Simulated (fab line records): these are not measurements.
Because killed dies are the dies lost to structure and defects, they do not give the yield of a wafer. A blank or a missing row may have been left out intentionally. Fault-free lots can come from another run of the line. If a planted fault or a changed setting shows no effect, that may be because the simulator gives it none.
The tool behind it: which one? | flow sky130 | 13 lots, 39 wafers sampled, at 2 steps of a route of 708

## WHAT THE GAUGES READ, wafer by wafer
No reading from a measuring or inspecting step in the record can be judged against a usual standard deviation.

## WHAT TOOL EACH LOT RAN ON (gives the tool, then ch and the chambers of the sampled wafers, and finally the start)
lot  | SKY_VIA3_CVD_21              | SKY_PAD_OPEN_PROBE_99
L133 | cvdW-01 ch 0,1, day 39 09:49 | -
L134 | cvdW-02 ch 0,1, day 39 21:52 | -
L135 | cvdW-01 ch 0,1, day 40 03:48 | -
L136 | cvdW-01 ch 0,1, day 40 04:09 | -
L137 | cvdW-01 ch 0,1, day 40 14:29 | -
L139 | cvdW-02 ch 0,1, day 41 19:33 | -
L140 | cvdW-01 ch 0,1, day 41 23:25 | -
L138 | cvdW-01 ch 0,1, day 42 01:10 | -
L144 | cvdW-01 ch 0,1, day 42 18:06 | -
L146 | cvdW-02 ch 0,1, day 43 06:50 | prober-02, day 48 19:38
L148 | cvdW-02 ch 0,1, day 44 03:26 | prober-01, day 49 10:45
L153 | cvdW-01 ch 0,1, day 45 03:56 | -
L156 | cvdW-01 ch 0,1, day 46 00:43 | -
- SKY_VIA3_CVD_21: deposits W, target thk 390 nm, time 117.31 s.
- SKY_PAD_OPEN_PROBE_99

## WHAT THE TOOLS THEMSELVES READ (means of the sampled wafers that have a number; where no wafer has one, the mark that the record gives instead)
SKY_VIA3_CVD_21. Usual: heaterPowerW reads 831 W (standard deviation 19).
lot  | tool    | heaterPowerW (W) | flag
L133 | cvdW-01 | 828              | 
L134 | cvdW-02 | 850              | 
L135 | cvdW-01 | 802              | 
L136 | cvdW-01 | 820              | 
L137 | cvdW-01 | 813              | 
L139 | cvdW-02 | 838              | 
L140 | cvdW-01 | 832              | 
L138 | cvdW-01 | 824              | 
L144 | cvdW-01 | 809              | 
L146 | cvdW-02 | 847              | 
L148 | cvdW-02 | 856              | 
L153 | cvdW-01 | 825              | 
L156 | cvdW-01 | 824              | 

SKY_PAD_OPEN_PROBE_99. Usual: defectLimitedYield 82.5 %, standard deviation 1.9; killed_at_M0_to_M3 44, standard deviation 6.4; killed_at_M4_up 3.4, standard deviation 2.1; killedAtContacts 23, standard deviation 5; killedAtFrontEnd 15, standard deviation 4.5; killedAtOther 0.3, standard deviation 0.54; killedDies 86, standard deviation 9.5; killedOpen 48, standard deviation 6.9; killedShort 38, standard deviation 5.9; sort_bin_3_pad_short 0.8 %, standard deviation 0.44; sort_bin_5_function 10.5 %, standard deviation 1.6; sort_bin_6_memory 6.1 %, standard deviation 1.1; sortNPass 406, standard deviation 9.5; sortYieldPct 82.5 %, standard deviation 1.9.
lot  | tool      | defectLimitedYield (%) | killed_at_M0_to_M3 | killed_at_M4_up | killedAtContacts | killedAtFrontEnd | killedAtOther | killedDies | killedOpen | killedShort | sort_bin_3_pad_short (%) | sort_bin_5_function (%) | sort_bin_6_memory (%) | sortNPass | sortYieldPct (%) | flag
L146 | prober-02 | 77.7                   | 65                 | 5.0             | 24               | 15               | 0.0           | 110        | 55         | 37          | 2.6                      | 13.7                    | 6.0                   | 382       | 77.7             | OFF
L148 | prober-01 | 75.2                   | 79                 | 3.3             | 24               | 16               | 0.0           | 122        | 47         | 38          | 2.7                      | 14.7                    | 7.4                   | 370       | 75.2             | OFF

## THE ANSWER, worked out from the rows above alone
Rule: a lot counts as off when the mean over its wafers that have a number is more than 3 standard deviations away from the usual mean. A lot without any number at a reading at which 4 lots or more have one is off too. The other lots that the step has rows for count as sound. The gauges are gone through in route order, then the tools' own readings, and for those a lot's mean is taken as printed above. The first step at which some lot is off is used, and at that step the reading that is off furthest; a lot without a number counts as furthest.
Off at SKY_PAD_OPEN_PROBE_99 (killed_at_M0_to_M3): L146, L148. Neither off nor sound, because the step has no rows for them: L133, L134, L135, L136, L137, L139, L140, L138, L144, L153, L156.
A tool fits if, at that step or a process step before it, it ran every lot that is off, and no sound lot after the first of them. One fits: SKY_VIA3_CVD_21 on cvdW-02. It ran no sound lot before its first lot that is off in this sample, so the start can't be narrowed down.

## WHAT THE SIMULATOR PUT IN
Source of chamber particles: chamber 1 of cvdW-02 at SKY_VIA3_CVD_21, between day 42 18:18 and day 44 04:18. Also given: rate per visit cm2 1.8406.
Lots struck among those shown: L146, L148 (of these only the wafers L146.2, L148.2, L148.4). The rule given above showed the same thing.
